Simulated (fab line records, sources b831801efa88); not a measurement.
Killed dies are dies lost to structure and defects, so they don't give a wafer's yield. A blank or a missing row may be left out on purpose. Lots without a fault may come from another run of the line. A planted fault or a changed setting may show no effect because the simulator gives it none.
Chamber matching | flow sfq_line | SFQ_TRILAYER_I4_CMP_CMP_100 on cmp-02: 4 sister chambers
The step polishes SiO2. 4 wafers are shown with their chamber, then 8 later ones without.

WAFERS WITH THEIR CHAMBER
wafer  | chamber | motor_current_A (A)
L940.1 | 2       | 10.2
L940.2 | 0       | 9.6
L940.4 | 1       | 10.0
L942.3 | 3       | 8.6

WAFERS WITHOUT THEIR CHAMBER
wafer  | motor_current_A (A)
L942.5 | 10.5
L942.6 | 10.2
L943.1 | 9.9
L943.2 | 10.1
L943.5 | 10.4
L946.1 | 10.6
L946.2 | 9.4
L946.5 | 10.8

WHICH CHAMBER EACH WENT THROUGH
wafer  | from the rows above          | in truth
L942.5 | can't be placed: 2 or 1      | 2
L942.6 | can't be placed: 2 or 1      | 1
L943.1 | can't be placed: 1 or 2 or 0 | 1
L943.2 | can't be placed: 1 or 2 or 0 | 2
L943.5 | can't be placed: 2 or 1      | 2
L946.1 | can't be placed: 2 or 1      | 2
L946.2 | can't be placed: 0 or 1      | 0
L946.5 | can't be placed: 2 or 1      | 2
Placed correctly: 0 of 8. Can't be placed from these rows: 8 (the true chamber is among the candidates in 8). Placed wrongly: 0.
How it was worked out, from the rows above alone: a wafer's distance from a chamber is the root of the sum, over the readings, of the square of ((its reading less the chamber's mean) divided by the reading's scatter). The wafer belongs to the nearest chamber; if the next one is less than 2 further off, it can't be placed. A chamber's mean is the mean of its shown wafers. The scatter: with one shown wafer a chamber, the root of the mean of the squares of how far each hidden wafer lies from its nearest shown one.
